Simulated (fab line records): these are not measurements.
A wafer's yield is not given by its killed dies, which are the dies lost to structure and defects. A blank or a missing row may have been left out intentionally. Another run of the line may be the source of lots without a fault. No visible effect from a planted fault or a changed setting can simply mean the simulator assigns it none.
Chamber matching + flow gf180mcu + 4 sister chambers for GF_V3_CMP_26 on cmp-01
The step polishes, stops on SiO2, t overpolish 15 s, target thk 0 nm. 4 wafers are shown with their chamber, then 6 later ones without.

WAFERS, EACH WITH ITS CHAMBER
| wafer  | chamber | motor-current-A (A) |
|--------|---------|---------------------|
| L958.4 | 0       | 12.0                |
| L965.2 | 3       | 10.4                |
| L965.3 | 1       | 10.3                |
| L965.6 | 2       | 11.1                |

WAFERS MISSING THEIR CHAMBER
| wafer  | motor-current-A (A) |
|--------|---------------------|
| L966.2 | 10.3                |
| L966.3 | 11.2                |
| L966.6 | 12.1                |
| L967.1 | 12.1                |
| L967.3 | 10.6                |
| L967.4 | 11.2                |

WHICH CHAMBER EACH ONE RAN IN
| wafer  | from the rows above     | in truth                   |
|--------|-------------------------|----------------------------|
| L966.2 | can't be placed: 1 or 3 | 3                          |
| L966.3 | 2                       | 2                          |
| L966.6 | 0                       | 0                          |
| L967.1 | 0                       | 0                          |
| L967.3 | can't be placed: 3 or 1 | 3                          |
| L967.4 | 2                       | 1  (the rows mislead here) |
Correct placement for 3 of the 6. Can't be placed from these rows: 2 (the true chamber is among the candidates in 2). 1 placed wrongly.
How it was worked out, from the rows above alone: a wafer's distance from a chamber is the root of the sum, over the readings, of the square of ((its reading less the chamber's mean) divided by the reading's scatter). The wafer belongs to the nearest chamber; if the next one is less than 2 further off, it can't be placed. Each chamber's mean is taken over the wafers shown for it. The scatter: with one shown wafer a chamber, the root of the mean of the squares of how far each hidden wafer lies from its nearest shown one.
